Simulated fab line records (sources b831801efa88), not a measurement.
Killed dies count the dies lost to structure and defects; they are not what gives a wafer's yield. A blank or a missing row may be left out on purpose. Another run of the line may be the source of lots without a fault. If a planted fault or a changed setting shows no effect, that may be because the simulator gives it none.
Chamber matching | flow gf180mcu | GF_V4_CVD_02 on pecvd-02: 3 sister chambers
The step deposits SiO2 from TEOS, target thk 850 nm, time 94.851 s. 3 wafers are shown with their chamber, then 7 later ones without.

## EACH WAFER AND ITS CHAMBER
wafer  | chamber | heater-power-w (W)
L082.4 | 0       | 526
L086.1 | 1       | 540
L086.2 | 2       | 696

## WAFERS WHOSE CHAMBER IS MISSING
wafer  | heater-power-w (W)
L086.3 | 569
L094.1 | 639
L094.2 | 608
L094.3 | 633
L094.4 | 667
L094.5 | 680
L094.6 | 647

## THE CHAMBER EACH PASSED THROUGH
wafer  | from the rows above          | in truth
L086.3 | can't be placed: 1 or 0      | 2
L094.1 | can't be placed: 2 or 1 or 0 | 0
L094.2 | can't be placed: 1 or 0 or 2 | 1
L094.3 | can't be placed: 2 or 1 or 0 | 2
L094.4 | 2                            | 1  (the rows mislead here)
L094.5 | 2                            | 2
L094.6 | can't be placed: 2 or 1 or 0 | 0
Correctly placed: 1 of 7. Can't be placed from these rows: 5 (the true chamber is among the candidates in 4). Number placed wrongly: 1.
How it was worked out, from the rows above alone: a wafer's distance from a chamber is the root of the sum, over the readings, of the square of ((its reading less the chamber's mean) divided by the reading's scatter). The wafer belongs to the nearest chamber; if the next one is less than 2 further off, it can't be placed. For every chamber, the mean is computed from those of its wafers that are shown. The scatter: with one shown wafer a chamber, the root of the mean of the squares of how far each hidden wafer lies from its nearest shown one.
